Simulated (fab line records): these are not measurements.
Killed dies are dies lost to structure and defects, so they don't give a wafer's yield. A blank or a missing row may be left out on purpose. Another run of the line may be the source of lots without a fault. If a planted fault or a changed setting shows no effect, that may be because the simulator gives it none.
Which tool did it?    flow sky130    12 lots, 36 wafers sampled, at 5 steps of a route of 708

== WHAT THE GAUGES READ, wafer by wafer ==
SKY_CAP2M_OVL_MEAS_12.
lot   measured      on          CAP2M_OVL (nm)
L075  day 41 14:29  overlay-02  2.7 1.7 1.1
L077  day 41 22:41  overlay-01  2.1 2.4 0.4
L079  day 42 14:37  overlay-02  2.4 0.5 1.2
L081  day 43 02:04  overlay-02  3.3 2.2 2.0
L083  day 43 14:55  overlay-01  0.0 0.5 1.1
L085  day 44 04:01  overlay-01  0.0 0.8 1.0
L087  day 44 16:28  overlay-01  1.2 2.5 1.2
L089  day 45 08:38  overlay-02  -0.6 0.6 0.2
L091  day 45 17:05  overlay-02  3.0 0.6 2.9
L093  day 46 00:10  overlay-02  1.1 0.7 1.0
L095  day 46 11:34  overlay-01  0.7 1.3 2.2
L097  day 46 23:47  overlay-01  0.8 0.6 -0.1

== WHICH TOOL RAN EACH LOT (tool, then ch and the chambers of the sampled wafers, then the start) ==
lot   SKY_LI_CONTACT_SPUTTER_20     SKY_METAL1_SPUTTER_04         SKY_VIA1_ETCH_15                    SKY_METAL4_SPUTTER_04
L075  pvd_sputter-04, day 30 04:32  pvd_sputter-01, day 32 14:17  rie_diel-01 ch 0,2, day 34 21:04    pvd_sputter-04, day 40 13:32
L077  pvd_sputter-03, day 30 12:10  pvd_sputter-04, day 32 23:29  rie_diel-01 ch 0,1,2, day 35 06:38  pvd_sputter-03, day 40 22:12
L079  pvd_sputter-04, day 31 08:10  pvd_sputter-04, day 33 17:17  rie_diel-02 ch 0,1,3, day 35 23:25  pvd_sputter-04, day 41 15:19
L081  pvd_sputter-03, day 31 22:16  pvd_sputter-01, day 34 07:17  rie_diel-03 ch 0,1,3, day 36 13:58  pvd_sputter-02, day 42 03:14
L083  pvd_sputter-03, day 32 11:49  pvd_sputter-04, day 34 21:26  rie_diel-03 ch 0,1,2, day 37 02:31  pvd_sputter-02, day 42 15:25
L085  pvd_sputter-03, day 33 06:25  pvd_sputter-02, day 35 14:59  rie_diel-01 ch 0,1,3, day 37 19:22  pvd_sputter-04, day 43 06:01
L087  pvd_sputter-01, day 33 18:53  pvd_sputter-02, day 36 03:35  rie_diel-01 ch 1,2, day 38 07:49    pvd_sputter-04, day 43 17:54
L089  pvd_sputter-03, day 34 15:01  pvd_sputter-01, day 36 23:16  rie_diel-03 ch 0,1,2, day 39 02:52  pvd_sputter-04, day 44 10:31
L091  pvd_sputter-01, day 35 00:22  pvd_sputter-01, day 37 07:44  rie_diel-02 ch 0,3, day 39 11:49    pvd_sputter-04, day 44 19:19
L093  pvd_sputter-04, day 35 09:43  pvd_sputter-02, day 37 16:33  rie_diel-02 ch 1,3, day 39 19:34    pvd_sputter-03, day 45 02:50
L095  pvd_sputter-04, day 35 23:52  pvd_sputter-01, day 38 06:03  rie_diel-03 ch 0,1,2, day 40 09:34  pvd_sputter-04, day 45 15:10
L097  pvd_sputter-03, day 36 13:19  pvd_sputter-01, day 38 21:02  rie_diel-01 ch 0,1,3, day 41 01:58  pvd_sputter-04, day 46 02:47
- SKY_LI_CONTACT_SPUTTER_20: material TiN, target thk 20 nm, time 80 s.
- SKY_METAL1_SPUTTER_04: material TiN, target thk 70 nm, time 58.3 s.
- SKY_VIA1_ETCH_15: etches SiO2 in C4F8/O2/Ar, stops on TiN, target depth 351 nm, time 54 s.
- SKY_METAL4_SPUTTER_04: material TiN, target thk 70 nm, time 58.3 s.

== THE ANSWER, worked out from the rows above alone ==
Rule: the usual values come from the lots themselves. The widest of any qualifying gaps counts: lots, ordered by their means at a reading, are off when they make up no more than a third of the lots, leave a main group of 4 or more, and stand apart from it by 3 or more times the standard deviation of that group's means. The tables above print the reading to a certain number of digits; a main group whose means all agree to those digits is not used. A lot without any number at a reading at which 4 lots or more have one is off too. Where the step has rows for the other lots, those lots are counted as sound.
Nothing can be told from this: no lot is off at any reading shown.

== WHAT HAD BEEN PUT IN BY THE SIMULATOR ==
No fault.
